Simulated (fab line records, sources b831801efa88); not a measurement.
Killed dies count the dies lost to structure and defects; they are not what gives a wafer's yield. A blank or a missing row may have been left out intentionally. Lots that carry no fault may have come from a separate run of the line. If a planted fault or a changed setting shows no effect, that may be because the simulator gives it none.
Chamber matching | flow gf180mcu | cmp-01 running GF_V1_CMP_04: 4 sister chambers
The step polishes SiO2. 14 wafers are shown with their chamber, then 7 later ones without.

== WAFERS WITH THEIR CHAMBER ==
wafer  | chamber | motor_current_A (A) | head_pressure_psi (psi) | time_to_endpoint_s (s)
L794.2 | 0       | 11.2                | 3.991                   | 85
L794.5 | 0       | 12.0                | 4.005                   | 87
L794.6 | 3       | 12.2                | 3.997                   | 88
L795.2 | 2       | 11.0                | 4.005                   | 74
L795.3 | 1       | 12.3                | 3.988                   | 71
L795.4 | 3       | 12.1                | 3.994                   | 82
L798.1 | 0       | 11.6                | 4.003                   | 72
L798.3 | 2       | 10.7                | 4.011                   | 70
L798.5 | 0       | 11.4                | 4.008                   | 79
L800.2 | 3       | 12.3                | 4.014                   | 71
L800.3 | 1       | 12.6                | 3.990                   | 70
L800.4 | 2       | 10.8                | 4.000                   | 78
L803.1 | 3       | 11.8                | 3.992                   | 78
L803.2 | 2       | 11.2                | 4.011                   | 78

SIGNATURES (averages over the wafers above)
reading            | chamber 0 | chamber 1 | chamber 2 | chamber 3 | scatter within a chamber
motor_current_A    | 11.550    | 12.450    | 10.925    | 12.100    | 0.261
head_pressure_psi  | 4.00175   | 3.98900   | 4.00675   | 3.99925   | 0.00746
time_to_endpoint_s | 80.75     | 70.50     | 75.00     | 79.75     | 5.78
Rule: a wafer lies at a distance from a chamber equal to the root of the sum of squares, over the readings, of (its reading less the chamber's mean, divided by the reading's scatter). The wafer belongs to the nearest chamber; if the next one is less than 2 further off, it can't be placed. How the scatter is found: for the shown wafers, subtract from each reading the mean of its chamber, square and add these, divide the total by (wafers less chambers), then take the root.

== WAFERS WHOSE CHAMBER IS MISSING ==
wafer  | motor_current_A (A) | head_pressure_psi (psi) | time_to_endpoint_s (s)
L803.6 | 12.4                | 4.010                   | 86
L810.1 | 13.0                | 4.005                   | 75
L810.4 | 11.6                | 3.999                   | 77
L810.6 | 13.2                | 3.999                   | 79
L817.1 | 13.1                | 3.982                   | 69
L817.2 | 11.1                | 4.006                   | 68
L817.3 | 12.4                | 4.003                   | 74

== THE CHAMBER EACH PASSED THROUGH ==
wafer  | from the rows above          | in truth
L803.6 | can't be placed: 3 or 0 or 1 | 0
L810.1 | can't be placed: 1 or 3      | 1
L810.4 | can't be placed: 0 or 3      | 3
L810.6 | can't be placed: 1 or 3      | 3
L817.1 | 1                            | 1
L817.2 | can't be placed: 2 or 0      | 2
L817.3 | can't be placed: 3 or 1 or 0 | 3
1 of 7 placed correctly. These rows do not allow placing 6 (true chamber among the candidates in 6). Wrongly placed: 0.
